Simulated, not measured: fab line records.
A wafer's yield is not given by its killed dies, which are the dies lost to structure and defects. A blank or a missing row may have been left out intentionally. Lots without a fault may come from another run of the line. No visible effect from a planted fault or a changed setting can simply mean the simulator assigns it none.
A sampling plan put to the test || flow gf180mcu || one fab line, 46 faults that these records tell of, each judged on the records of the lots that it struck; 1 more is left out, because the records don't allow judging it
The plan consists of the line's own looks: route steps at which the wafer is read by a gauge or an inspection but not changed. A look is open to judgement when struck wafers have a number at it and the file gives its usual mean and standard deviation on fault-free wafers. Caught: 4 or more of those standard deviations (sigma) separate the usual mean from the mean of the struck wafers at a look after the fault's first step. On the tool: the test repeated on the tool's own readings taken at the fault's steps. Another recipe on the struck wafers, or a record that is blank for them alone, also counts as caught.

THE FAULTS, as the simulator had put them in
1. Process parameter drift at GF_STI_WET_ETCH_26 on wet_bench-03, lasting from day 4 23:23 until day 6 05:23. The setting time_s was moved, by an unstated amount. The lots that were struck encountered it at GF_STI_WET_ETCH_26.
2. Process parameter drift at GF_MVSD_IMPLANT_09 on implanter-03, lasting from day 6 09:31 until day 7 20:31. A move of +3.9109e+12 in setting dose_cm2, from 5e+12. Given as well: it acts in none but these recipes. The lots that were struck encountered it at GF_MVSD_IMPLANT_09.
3. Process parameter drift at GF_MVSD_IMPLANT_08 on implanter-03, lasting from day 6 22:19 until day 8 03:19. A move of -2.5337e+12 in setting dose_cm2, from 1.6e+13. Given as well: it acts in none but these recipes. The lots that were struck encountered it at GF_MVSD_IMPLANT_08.
4. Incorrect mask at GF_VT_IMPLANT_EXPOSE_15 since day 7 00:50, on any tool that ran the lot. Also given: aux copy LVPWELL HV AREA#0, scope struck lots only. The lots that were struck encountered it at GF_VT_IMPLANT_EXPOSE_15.
5. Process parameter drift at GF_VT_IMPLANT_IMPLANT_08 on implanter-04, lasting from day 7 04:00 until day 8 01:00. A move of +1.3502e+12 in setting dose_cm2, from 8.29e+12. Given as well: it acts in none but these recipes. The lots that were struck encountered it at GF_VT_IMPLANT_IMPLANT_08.
6. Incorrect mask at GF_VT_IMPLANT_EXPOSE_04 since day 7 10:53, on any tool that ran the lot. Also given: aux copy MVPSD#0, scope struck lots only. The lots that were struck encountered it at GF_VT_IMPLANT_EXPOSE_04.
7. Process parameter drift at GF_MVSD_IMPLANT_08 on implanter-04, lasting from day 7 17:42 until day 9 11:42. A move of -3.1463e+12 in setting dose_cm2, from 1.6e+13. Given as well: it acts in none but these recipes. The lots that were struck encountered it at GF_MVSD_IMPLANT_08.
8. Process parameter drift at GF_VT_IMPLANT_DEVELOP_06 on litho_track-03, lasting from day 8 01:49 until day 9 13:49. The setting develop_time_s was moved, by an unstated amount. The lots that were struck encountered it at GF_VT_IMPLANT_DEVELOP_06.
9. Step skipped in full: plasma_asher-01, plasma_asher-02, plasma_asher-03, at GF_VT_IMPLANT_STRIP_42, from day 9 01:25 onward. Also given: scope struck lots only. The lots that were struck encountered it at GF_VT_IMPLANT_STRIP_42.
10. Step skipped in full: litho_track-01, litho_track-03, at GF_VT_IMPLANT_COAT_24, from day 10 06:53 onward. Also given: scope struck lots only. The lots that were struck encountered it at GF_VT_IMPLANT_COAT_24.
11. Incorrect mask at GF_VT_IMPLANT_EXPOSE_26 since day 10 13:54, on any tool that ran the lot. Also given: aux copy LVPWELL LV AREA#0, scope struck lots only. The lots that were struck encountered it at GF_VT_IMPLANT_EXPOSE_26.
12. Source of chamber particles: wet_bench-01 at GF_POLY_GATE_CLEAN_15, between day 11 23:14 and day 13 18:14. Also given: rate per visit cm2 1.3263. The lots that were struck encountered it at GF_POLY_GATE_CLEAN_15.
13. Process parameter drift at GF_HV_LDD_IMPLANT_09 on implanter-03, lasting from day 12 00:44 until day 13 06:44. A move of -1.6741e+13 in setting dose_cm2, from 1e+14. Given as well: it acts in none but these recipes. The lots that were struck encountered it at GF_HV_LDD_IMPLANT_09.
14. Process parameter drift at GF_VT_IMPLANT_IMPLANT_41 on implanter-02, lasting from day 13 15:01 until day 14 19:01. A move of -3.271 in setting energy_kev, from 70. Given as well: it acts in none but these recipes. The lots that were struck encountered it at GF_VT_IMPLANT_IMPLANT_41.
15. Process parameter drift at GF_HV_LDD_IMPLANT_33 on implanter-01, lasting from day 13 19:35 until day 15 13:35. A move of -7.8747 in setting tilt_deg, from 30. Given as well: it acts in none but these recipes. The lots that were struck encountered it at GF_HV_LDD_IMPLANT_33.
16. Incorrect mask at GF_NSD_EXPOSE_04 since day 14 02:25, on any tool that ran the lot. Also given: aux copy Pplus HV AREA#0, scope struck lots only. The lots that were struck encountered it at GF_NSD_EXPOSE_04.
17. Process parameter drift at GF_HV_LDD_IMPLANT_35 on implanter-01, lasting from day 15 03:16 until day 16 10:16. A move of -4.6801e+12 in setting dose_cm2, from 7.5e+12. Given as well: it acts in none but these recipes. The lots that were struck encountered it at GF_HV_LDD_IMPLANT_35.
18. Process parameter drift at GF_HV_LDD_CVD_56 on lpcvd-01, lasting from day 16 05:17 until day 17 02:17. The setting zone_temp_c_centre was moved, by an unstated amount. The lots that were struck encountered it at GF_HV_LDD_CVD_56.
19. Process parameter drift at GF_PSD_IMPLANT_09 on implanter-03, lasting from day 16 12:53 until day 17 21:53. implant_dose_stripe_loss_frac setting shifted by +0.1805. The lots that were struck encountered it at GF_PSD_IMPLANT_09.
20. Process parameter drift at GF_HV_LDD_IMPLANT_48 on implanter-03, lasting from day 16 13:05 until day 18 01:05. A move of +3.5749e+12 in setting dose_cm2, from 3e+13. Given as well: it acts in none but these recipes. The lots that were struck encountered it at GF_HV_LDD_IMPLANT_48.
21. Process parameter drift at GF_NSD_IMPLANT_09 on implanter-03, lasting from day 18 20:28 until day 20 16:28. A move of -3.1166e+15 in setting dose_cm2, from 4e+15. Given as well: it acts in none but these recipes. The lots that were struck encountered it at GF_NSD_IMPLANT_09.
22. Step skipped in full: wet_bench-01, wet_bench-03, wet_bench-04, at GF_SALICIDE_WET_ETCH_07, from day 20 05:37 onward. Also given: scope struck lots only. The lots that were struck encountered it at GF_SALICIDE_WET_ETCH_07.
23. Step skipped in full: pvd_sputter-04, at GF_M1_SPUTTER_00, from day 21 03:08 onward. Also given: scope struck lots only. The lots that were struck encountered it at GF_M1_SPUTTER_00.
24. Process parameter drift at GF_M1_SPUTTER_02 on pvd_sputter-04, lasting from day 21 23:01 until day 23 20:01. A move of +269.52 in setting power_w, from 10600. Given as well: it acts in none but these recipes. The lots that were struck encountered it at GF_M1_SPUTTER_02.
25. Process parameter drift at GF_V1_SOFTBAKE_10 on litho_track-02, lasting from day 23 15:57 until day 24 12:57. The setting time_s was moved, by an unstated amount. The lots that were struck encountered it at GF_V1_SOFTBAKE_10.
26. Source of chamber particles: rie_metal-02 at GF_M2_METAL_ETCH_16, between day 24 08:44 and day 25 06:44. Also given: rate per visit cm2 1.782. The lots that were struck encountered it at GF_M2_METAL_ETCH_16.
27. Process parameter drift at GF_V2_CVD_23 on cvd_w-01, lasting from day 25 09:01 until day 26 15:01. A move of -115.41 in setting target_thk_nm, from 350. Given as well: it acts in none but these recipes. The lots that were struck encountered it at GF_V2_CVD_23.
28. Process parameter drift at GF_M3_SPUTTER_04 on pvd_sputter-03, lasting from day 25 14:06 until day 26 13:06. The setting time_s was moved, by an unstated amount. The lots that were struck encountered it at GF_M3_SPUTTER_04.
29. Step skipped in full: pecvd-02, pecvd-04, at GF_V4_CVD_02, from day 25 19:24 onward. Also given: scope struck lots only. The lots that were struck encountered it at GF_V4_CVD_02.
30. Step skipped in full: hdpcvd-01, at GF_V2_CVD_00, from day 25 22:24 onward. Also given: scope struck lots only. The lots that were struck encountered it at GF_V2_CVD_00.
31. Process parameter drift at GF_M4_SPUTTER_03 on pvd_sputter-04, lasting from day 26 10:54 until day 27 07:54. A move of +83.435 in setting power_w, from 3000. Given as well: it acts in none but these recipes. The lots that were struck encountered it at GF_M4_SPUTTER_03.
32. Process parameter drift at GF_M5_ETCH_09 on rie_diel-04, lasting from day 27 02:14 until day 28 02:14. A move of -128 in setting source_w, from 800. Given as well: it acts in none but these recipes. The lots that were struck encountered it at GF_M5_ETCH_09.
33. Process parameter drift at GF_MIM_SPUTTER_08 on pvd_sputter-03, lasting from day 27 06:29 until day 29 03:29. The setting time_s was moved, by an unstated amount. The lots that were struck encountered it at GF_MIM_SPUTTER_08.
34. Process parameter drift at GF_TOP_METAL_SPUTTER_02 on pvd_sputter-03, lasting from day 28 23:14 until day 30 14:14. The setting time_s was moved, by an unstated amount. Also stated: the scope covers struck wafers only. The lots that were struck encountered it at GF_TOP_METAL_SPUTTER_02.
35. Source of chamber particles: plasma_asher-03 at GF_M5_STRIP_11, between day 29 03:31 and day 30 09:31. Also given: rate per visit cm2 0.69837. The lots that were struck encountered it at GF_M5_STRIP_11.
36. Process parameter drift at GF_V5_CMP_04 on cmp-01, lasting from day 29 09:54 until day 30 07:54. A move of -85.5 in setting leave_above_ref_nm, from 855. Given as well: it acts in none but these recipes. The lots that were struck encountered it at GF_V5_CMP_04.
37. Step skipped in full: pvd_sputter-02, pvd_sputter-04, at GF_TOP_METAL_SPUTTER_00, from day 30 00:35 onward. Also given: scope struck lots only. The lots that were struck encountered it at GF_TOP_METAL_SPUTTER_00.
38. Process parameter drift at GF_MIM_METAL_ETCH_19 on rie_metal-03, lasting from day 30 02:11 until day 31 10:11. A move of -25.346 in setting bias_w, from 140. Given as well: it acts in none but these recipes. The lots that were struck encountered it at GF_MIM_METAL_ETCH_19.
39. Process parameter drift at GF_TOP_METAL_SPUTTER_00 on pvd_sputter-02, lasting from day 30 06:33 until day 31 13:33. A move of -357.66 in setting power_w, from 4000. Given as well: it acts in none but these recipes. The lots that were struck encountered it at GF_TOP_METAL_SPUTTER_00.
40. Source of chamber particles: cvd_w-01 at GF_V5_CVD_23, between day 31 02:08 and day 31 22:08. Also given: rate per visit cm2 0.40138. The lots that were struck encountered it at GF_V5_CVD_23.
41. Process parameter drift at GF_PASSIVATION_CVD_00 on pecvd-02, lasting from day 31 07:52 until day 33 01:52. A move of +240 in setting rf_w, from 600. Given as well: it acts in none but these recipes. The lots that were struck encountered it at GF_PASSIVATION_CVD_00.
42. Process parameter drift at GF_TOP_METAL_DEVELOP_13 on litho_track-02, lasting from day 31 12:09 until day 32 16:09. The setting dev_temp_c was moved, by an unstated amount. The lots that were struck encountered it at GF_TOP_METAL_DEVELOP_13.
43. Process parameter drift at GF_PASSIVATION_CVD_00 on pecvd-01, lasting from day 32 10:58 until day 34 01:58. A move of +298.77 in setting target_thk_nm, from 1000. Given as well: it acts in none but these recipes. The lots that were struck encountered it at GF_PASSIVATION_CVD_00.
44. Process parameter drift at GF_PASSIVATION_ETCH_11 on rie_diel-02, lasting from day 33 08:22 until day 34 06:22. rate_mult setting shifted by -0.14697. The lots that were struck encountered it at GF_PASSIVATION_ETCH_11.
45. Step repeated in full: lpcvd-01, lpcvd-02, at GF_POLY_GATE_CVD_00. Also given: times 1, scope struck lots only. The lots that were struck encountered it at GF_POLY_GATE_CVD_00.
46. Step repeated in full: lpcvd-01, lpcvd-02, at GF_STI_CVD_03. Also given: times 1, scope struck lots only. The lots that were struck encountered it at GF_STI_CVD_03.

WHAT THE PLAN SAW
{"fault": 1, "on the tool itself": "run_length_s -16 sigma", "first look that catches it": "none of the 4 looks that can be judged after it", "reading, sigma": "-", "median hours from its first step to that look": "-", "hours from the fault's start to the first struck lot there": "-", "judged looks passed uncaught": 4}
{"fault": 2, "on the tool itself": "dose_ions_cm2 +99 or beyond sigma", "first look that catches it": "GF_VT_IMPLANT_RS_MEAS_46", "reading, sigma": "MVSD_RS -35", "median hours from its first step to that look": 88.8, "hours from the fault's start to the first struck lot there": 90, "judged looks passed uncaught": 1}
{"fault": 3, "on the tool itself": "dose_ions_cm2 -99 or beyond sigma", "first look that catches it": "GF_MVSD_TW_MEAS_11", "reading, sigma": "MVSD_TW -4.3", "median hours from its first step to that look": 0.4, "hours from the fault's start to the first struck lot there": 8, "judged looks passed uncaught": 0}
{"fault": 4, "on the tool itself": "no reading that can be judged", "first look that catches it": "GF_VT_IMPLANT_TW_MEAS_21", "reading, sigma": "VT_IMPLANT_2_TW -99 or beyond", "median hours from its first step to that look": 7.9, "hours from the fault's start to the first struck lot there": 12, "judged looks passed uncaught": 0}
{"fault": 5, "on the tool itself": "dose_ions_cm2 +99 or beyond sigma", "first look that catches it": "GF_VT_IMPLANT_TW_MEAS_10", "reading, sigma": "VT_IMPLANT_TW +4.4", "median hours from its first step to that look": 0.2, "hours from the fault's start to the first struck lot there": 8, "judged looks passed uncaught": 0}
{"fault": 6, "on the tool itself": "no reading that can be judged", "first look that catches it": "GF_VT_IMPLANT_TW_MEAS_10", "reading, sigma": "VT_IMPLANT_TW -99 or beyond", "median hours from its first step to that look": 8.0, "hours from the fault's start to the first struck lot there": 12, "judged looks passed uncaught": 0}
{"fault": 7, "on the tool itself": "dose_ions_cm2 -99 or beyond sigma", "first look that catches it": "GF_MVSD_TW_MEAS_11", "reading, sigma": "MVSD_TW -5.8", "median hours from its first step to that look": 0.4, "hours from the fault's start to the first struck lot there": 2, "judged looks passed uncaught": 0}
{"fault": 8, "on the tool itself": "under 2 sigma", "first look that catches it": "none of the 2 looks that can be judged after it", "reading, sigma": "-", "median hours from its first step to that look": "-", "hours from the fault's start to the first struck lot there": "-", "judged looks passed uncaught": 2}
{"fault": 9, "on the tool itself": "the tool's record is blank for the struck wafers", "first look that catches it": "no look after it can be judged", "reading, sigma": "-", "median hours from its first step to that look": "-", "hours from the fault's start to the first struck lot there": "-", "judged looks passed uncaught": 0}
{"fault": 10, "on the tool itself": "the tool's record is blank for the struck wafers", "first look that catches it": "no look after it can be judged", "reading, sigma": "-", "median hours from its first step to that look": "-", "hours from the fault's start to the first struck lot there": "-", "judged looks passed uncaught": 0}
{"fault": 11, "on the tool itself": "no reading that can be judged", "first look that catches it": "GF_VT_IMPLANT_TW_MEAS_32", "reading, sigma": "VT_IMPLANT_3_TW -80", "median hours from its first step to that look": 9.0, "hours from the fault's start to the first struck lot there": 14, "judged looks passed uncaught": 0}
{"fault": 12, "on the tool itself": "no reading that can be judged", "first look that catches it": "no look after it can be judged", "reading, sigma": "-", "median hours from its first step to that look": "-", "hours from the fault's start to the first struck lot there": "-", "judged looks passed uncaught": 0}
{"fault": 13, "on the tool itself": "dose_ions_cm2 -99 or beyond sigma", "first look that catches it": "GF_HV_LDD_TW_MEAS_11", "reading, sigma": "HV_LDD_TW -5.0", "median hours from its first step to that look": 0.2, "hours from the fault's start to the first struck lot there": 6, "judged looks passed uncaught": 0}
{"fault": 14, "on the tool itself": "beam_energy_keV -99 or beyond sigma", "first look that catches it": "no look after it can be judged", "reading, sigma": "-", "median hours from its first step to that look": "-", "hours from the fault's start to the first struck lot there": "-", "judged looks passed uncaught": 0}
{"fault": 15, "on the tool itself": "tilt_deg -99 or beyond sigma", "first look that catches it": "none of the 3 looks that can be judged after it", "reading, sigma": "-", "median hours from its first step to that look": "-", "hours from the fault's start to the first struck lot there": "-", "judged looks passed uncaught": 3}
{"fault": 16, "on the tool itself": "no reading that can be judged", "first look that catches it": "GF_NSD_TW_MEAS_12", "reading, sigma": "NSD_TW -67", "median hours from its first step to that look": 10.2, "hours from the fault's start to the first struck lot there": 14, "judged looks passed uncaught": 0}
{"fault": 17, "on the tool itself": "dose_ions_cm2 -99 or beyond sigma", "first look that catches it": "GF_HV_LDD_TW_MEAS_38", "reading, sigma": "HV_LDD_3_TW -6.4", "median hours from its first step to that look": 0.4, "hours from the fault's start to the first struck lot there": 8, "judged looks passed uncaught": 0}
{"fault": 18, "on the tool itself": "spike_tc_centre_C -19 sigma", "first look that catches it": "GF_HV_LDD_THK_MEAS_57", "reading, sigma": "HV_LDD_CVD_56_THK -7.8", "median hours from its first step to that look": 1.4, "hours from the fault's start to the first struck lot there": 15, "judged looks passed uncaught": 0}
{"fault": 19, "on the tool itself": "under 2 sigma", "first look that catches it": "no look after it can be judged", "reading, sigma": "-", "median hours from its first step to that look": "-", "hours from the fault's start to the first struck lot there": "-", "judged looks passed uncaught": 0}
{"fault": 20, "on the tool itself": "dose_ions_cm2 +99 or beyond sigma", "first look that catches it": "GF_HV_LDD_TW_MEAS_50", "reading, sigma": "HV_LDD_4_TW +4.4", "median hours from its first step to that look": 0.2, "hours from the fault's start to the first struck lot there": 4, "judged looks passed uncaught": 0}
{"fault": 21, "on the tool itself": "dose_ions_cm2 -99 or beyond sigma", "first look that catches it": "GF_PSD_RS_MEAS_14", "reading, sigma": "NSD_RS +99 or beyond", "median hours from its first step to that look": 25.5, "hours from the fault's start to the first struck lot there": 30, "judged looks passed uncaught": 2}
{"fault": 22, "on the tool itself": "no reading that can be judged", "first look that catches it": "no look after it can be judged", "reading, sigma": "-", "median hours from its first step to that look": "-", "hours from the fault's start to the first struck lot there": "-", "judged looks passed uncaught": 0}
{"fault": 23, "on the tool itself": "the tool's record is blank for the struck wafers", "first look that catches it": "no look after it can be judged", "reading, sigma": "-", "median hours from its first step to that look": "-", "hours from the fault's start to the first struck lot there": "-", "judged looks passed uncaught": 0}
{"fault": 24, "on the tool itself": "cathode_dc_power_W +99 or beyond sigma", "first look that catches it": "not the one look that can be judged after it", "reading, sigma": "strongest: M1_ALCU_RS at GF_M1_RS_MEAS_05, -2.7", "median hours from its first step to that look": "-", "hours from the fault's start to the first struck lot there": "-", "judged looks passed uncaught": 1}
{"fault": 25, "on the tool itself": "heater_power_total_W +99 or beyond sigma", "first look that catches it": "GF_V1_CD_MEAS_14", "reading, sigma": "cd_nm -4.6", "median hours from its first step to that look": 11.7, "hours from the fault's start to the first struck lot there": 19, "judged looks passed uncaught": 0}
{"fault": 26, "on the tool itself": "under 2 sigma", "first look that catches it": "not the one look that can be judged after it", "reading, sigma": "-", "median hours from its first step to that look": "-", "hours from the fault's start to the first struck lot there": "-", "judged looks passed uncaught": 1}
{"fault": 27, "on the tool itself": "under 2 sigma", "first look that catches it": "GF_V2_RS_MEAS_24", "reading, sigma": "V2_W_RS +35", "median hours from its first step to that look": 0.1, "hours from the fault's start to the first struck lot there": 3, "judged looks passed uncaught": 0}
{"fault": 28, "on the tool itself": "under 2 sigma", "first look that catches it": "none of the 7 looks that can be judged after it", "reading, sigma": "-", "median hours from its first step to that look": "-", "hours from the fault's start to the first struck lot there": "-", "judged looks passed uncaught": 7}
{"fault": 29, "on the tool itself": "the tool's record is blank for the struck wafers", "first look that catches it": "no look after it can be judged", "reading, sigma": "-", "median hours from its first step to that look": "-", "hours from the fault's start to the first struck lot there": "-", "judged looks passed uncaught": 0}
{"fault": 30, "on the tool itself": "the tool's record is blank for the struck wafers", "first look that catches it": "not the one look that can be judged after it", "reading, sigma": "strongest: V2_BOW at GF_V2_BOW_MEAS_05, -3.7", "median hours from its first step to that look": "-", "hours from the fault's start to the first struck lot there": "-", "judged looks passed uncaught": 1}
{"fault": 31, "on the tool itself": "cathode_dc_power_W +99 or beyond sigma", "first look that catches it": "no look after it can be judged", "reading, sigma": "-", "median hours from its first step to that look": "-", "hours from the fault's start to the first struck lot there": "-", "judged looks passed uncaught": 0}
{"fault": 32, "on the tool itself": "rf_fwd_power_W -28 sigma", "first look that catches it": "no look after it can be judged", "reading, sigma": "-", "median hours from its first step to that look": "-", "hours from the fault's start to the first struck lot there": "-", "judged looks passed uncaught": 0}
{"fault": 33, "on the tool itself": "under 2 sigma", "first look that catches it": "GF_MIM_RS_MEAS_10", "reading, sigma": "MIM_ALCU_RS -10", "median hours from its first step to that look": 0.0, "hours from the fault's start to the first struck lot there": 28, "judged looks passed uncaught": 0}
{"fault": 34, "on the tool itself": "under 2 sigma", "first look that catches it": "GF_TOP_METAL_RS_MEAS_05", "reading, sigma": "TOP_METAL_ALCU_RS +13", "median hours from its first step to that look": 0.1, "hours from the fault's start to the first struck lot there": 20, "judged looks passed uncaught": 0}
{"fault": 35, "on the tool itself": "under 2 sigma", "first look that catches it": "no look after it can be judged", "reading, sigma": "-", "median hours from its first step to that look": "-", "hours from the fault's start to the first struck lot there": "-", "judged looks passed uncaught": 0}
{"fault": 36, "on the tool itself": "under 2 sigma", "first look that catches it": "no look after it can be judged", "reading, sigma": "-", "median hours from its first step to that look": "-", "hours from the fault's start to the first struck lot there": "-", "judged looks passed uncaught": 0}
{"fault": 37, "on the tool itself": "the tool's record is blank for the struck wafers", "first look that catches it": "no look after it can be judged", "reading, sigma": "-", "median hours from its first step to that look": "-", "hours from the fault's start to the first struck lot there": "-", "judged looks passed uncaught": 0}
{"fault": 38, "on the tool itself": "bias_w -59 sigma", "first look that catches it": "no look after it can be judged", "reading, sigma": "-", "median hours from its first step to that look": "-", "hours from the fault's start to the first struck lot there": "-", "judged looks passed uncaught": 0}
{"fault": 39, "on the tool itself": "cathode_dc_power_W -99 or beyond sigma", "first look that catches it": "no look after it can be judged", "reading, sigma": "-", "median hours from its first step to that look": "-", "hours from the fault's start to the first struck lot there": "-", "judged looks passed uncaught": 0}
{"fault": 40, "on the tool itself": "under 2 sigma", "first look that catches it": "no look after it can be judged", "reading, sigma": "-", "median hours from its first step to that look": "-", "hours from the fault's start to the first struck lot there": "-", "judged looks passed uncaught": 0}
{"fault": 41, "on the tool itself": "rf_fwd_power_W +99 or beyond sigma", "first look that catches it": "GF_PASSIVATION_THK_MEAS_01", "reading, sigma": "PASSIVATION_CVD_00_THK +7.7", "median hours from its first step to that look": 0.1, "hours from the fault's start to the first struck lot there": 7, "judged looks passed uncaught": 0}
{"fault": 42, "on the tool itself": "developer_temp_C -20 sigma", "first look that catches it": "not the one look that can be judged after it", "reading, sigma": "strongest: cd_nm at GF_TOP_METAL_CD_MEAS_14, -2.6", "median hours from its first step to that look": "-", "hours from the fault's start to the first struck lot there": "-", "judged looks passed uncaught": 1}
{"fault": 43, "on the tool itself": "under 2 sigma", "first look that catches it": "GF_PASSIVATION_THK_MEAS_01", "reading, sigma": "PASSIVATION_CVD_00_THK +22", "median hours from its first step to that look": 0.1, "hours from the fault's start to the first struck lot there": 3, "judged looks passed uncaught": 0}
{"fault": 44, "on the tool itself": "oes_product_au -9.1 sigma", "first look that catches it": "no look after it can be judged", "reading, sigma": "-", "median hours from its first step to that look": "-", "hours from the fault's start to the first struck lot there": "-", "judged looks passed uncaught": 0}
{"fault": 45, "on the tool itself": "under 2 sigma", "first look that catches it": "GF_POLY_GATE_THK_MEAS_01", "reading, sigma": "POLY_GATE_CVD_00_THK +99 or beyond", "median hours from its first step to that look": 2.9, "hours from the fault's start to the first struck lot there": "-", "judged looks passed uncaught": 0}
{"fault": 46, "on the tool itself": "under 2 sigma", "first look that catches it": "GF_STI_THK_MEAS_04", "reading, sigma": "STI_CVD_03_THK +95", "median hours from its first step to that look": 4.1, "hours from the fault's start to the first struck lot there": "-", "judged looks passed uncaught": 0}
Dash: fault not caught, or number not given in these records.

Caught at a look: 21 of 46. Caught on the tool: 27 of 46. By one or the other: 37 of 46.
Faults 1, 9, 10, 14, 15, 23, 24, 29, 30, 31, 32, 37, 38, 39, 42, 44 were caught on the tool alone.
Caught at a look alone: faults 4, 6, 11, 16, 27, 33, 34, 43, 45, 46.
Caught by neither: faults 8, 12, 19, 22, 26, 28, 35, 36, 40.

THINNER SAMPLING
In the worst case, this is how late the first struck lot would be measured if the look that catches a fault measured only every second or every third lot, by lot number:
{"fault": 2, "struck lots at that look, in order of time": "L201, L203, L204", "every lot": "90 h", "every second lot": "114 h", "every third lot": "may miss all 3"}
{"fault": 3, "struck lots at that look, in order of time": "L364, L365", "every lot": "8 h", "every second lot": "13 h", "every third lot": "may miss all 2"}
{"fault": 4, "struck lots at that look, in order of time": "L923", "every lot": "12 h", "every second lot": "may miss it", "every third lot": "may miss it"}
{"fault": 5, "struck lots at that look, in order of time": "L513, L515", "every lot": "8 h", "every second lot": "may miss all 2", "every third lot": "may miss all 2"}
{"fault": 6, "struck lots at that look, in order of time": "L642", "every lot": "12 h", "every second lot": "may miss it", "every third lot": "may miss it"}
{"fault": 7, "struck lots at that look, in order of time": "L688, L689", "every lot": "2 h", "every second lot": "11 h", "every third lot": "may miss all 2"}
{"fault": 11, "struck lots at that look, in order of time": "L838", "every lot": "14 h", "every second lot": "may miss it", "every third lot": "may miss it"}
{"fault": 13, "struck lots at that look, in order of time": "L469, L471, L472", "every lot": "6 h", "every second lot": "26 h", "every third lot": "may miss all 3"}
{"fault": 16, "struck lots at that look, in order of time": "L433", "every lot": "14 h", "every second lot": "may miss it", "every third lot": "may miss it"}
{"fault": 17, "struck lots at that look, in order of time": "L266, L269", "every lot": "8 h", "every second lot": "25 h", "every third lot": "may miss all 2"}
{"fault": 18, "struck lots at that look, in order of time": "L766, L767", "every lot": "15 h", "every second lot": "20 h", "every third lot": "may miss all 2"}
{"fault": 20, "struck lots at that look, in order of time": "L943, L945", "every lot": "4 h", "every second lot": "may miss all 2", "every third lot": "may miss all 2"}
{"fault": 21, "struck lots at that look, in order of time": "L553, L554", "every lot": "30 h", "every second lot": "36 h", "every third lot": "may miss all 2"}
{"fault": 25, "struck lots at that look, in order of time": "L230, L231", "every lot": "19 h", "every second lot": "26 h", "every third lot": "may miss all 2"}
{"fault": 27, "struck lots at that look, in order of time": "L633, L635", "every lot": "3 h", "every second lot": "may miss all 2", "every third lot": "may miss all 2"}
{"fault": 33, "struck lots at that look, in order of time": "L482, L485", "every lot": "28 h", "every second lot": "45 h", "every third lot": "may miss all 2"}
{"fault": 34, "struck lots at that look, in order of time": "L494", "every lot": "20 h", "every second lot": "may miss it", "every third lot": "may miss it"}
{"fault": 41, "struck lots at that look, in order of time": "L724, L725, L726", "every lot": "7 h", "every second lot": "16 h", "every third lot": "20 h"}
{"fault": 43, "struck lots at that look, in order of time": "L399, L400", "every lot": "3 h", "every second lot": "8 h", "every third lot": "may miss all 2"}
The hour figures run from when the fault began to the first measured lot among those it struck. The limit of 4 sigma was tested on all struck wafers together, so one lot alone may lie under it. Other struck lots may not be in these records.

THE LONGEST TIMED WAY FROM STEP TO LOOK
In fault 2, a median of 88.8 hours elapses between GF_MVSD_IMPLANT_09 and GF_VT_IMPLANT_RS_MEAS_46. The look between them that can be judged stayed within 4 sigma: GF_MVSD_TW_MEAS_11.
